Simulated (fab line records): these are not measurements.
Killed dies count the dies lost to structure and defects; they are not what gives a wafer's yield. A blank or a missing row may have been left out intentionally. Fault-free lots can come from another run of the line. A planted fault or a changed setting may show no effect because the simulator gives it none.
Which tool was responsible? -- flow sky130 -- at 1 step of a route of 708, 6 lots with 18 wafers sampled

WHAT EACH GAUGE READ, for each wafer
SKY_METAL2_OVL_MEAS_16.
lot,measured,on,METAL2_OVL (nm)
L122,day 35 06:01,overlay-01,8 8 10
L124,day 36 04:19,overlay-01,3 4 12
L129,day 37 21:19,overlay-02,0 2 3
L136,day 40 06:31,overlay-02,4 8 3
L140,day 41 03:58,overlay-01,4 -5 3
L143,day 41 17:20,overlay-01,6 7 5

WHICH TOOL RAN EACH LOT (tool, then ch and the chambers of the sampled wafers, then the start)
The record shows no process step preceding these readings.

THE ANSWER, worked out from the rows above alone
Rule: usual is defined by the lots themselves. The widest of any qualifying gaps counts: lots, ordered by their means at a reading, are off when they make up no more than a third of the lots, leave a main group of 4 or more, and stand apart from it by 3 or more times the standard deviation of that group's means. The tables above print the reading to a certain number of digits; a main group whose means all agree to those digits is not used. Also off: a lot with no number at a reading for which 4 or more lots have one. Where the step has rows for the other lots, those lots are counted as sound.
Across all readings shown, no lot is off: no conclusion can be drawn from this.

WHAT THE SIMULATOR HAD INSERTED
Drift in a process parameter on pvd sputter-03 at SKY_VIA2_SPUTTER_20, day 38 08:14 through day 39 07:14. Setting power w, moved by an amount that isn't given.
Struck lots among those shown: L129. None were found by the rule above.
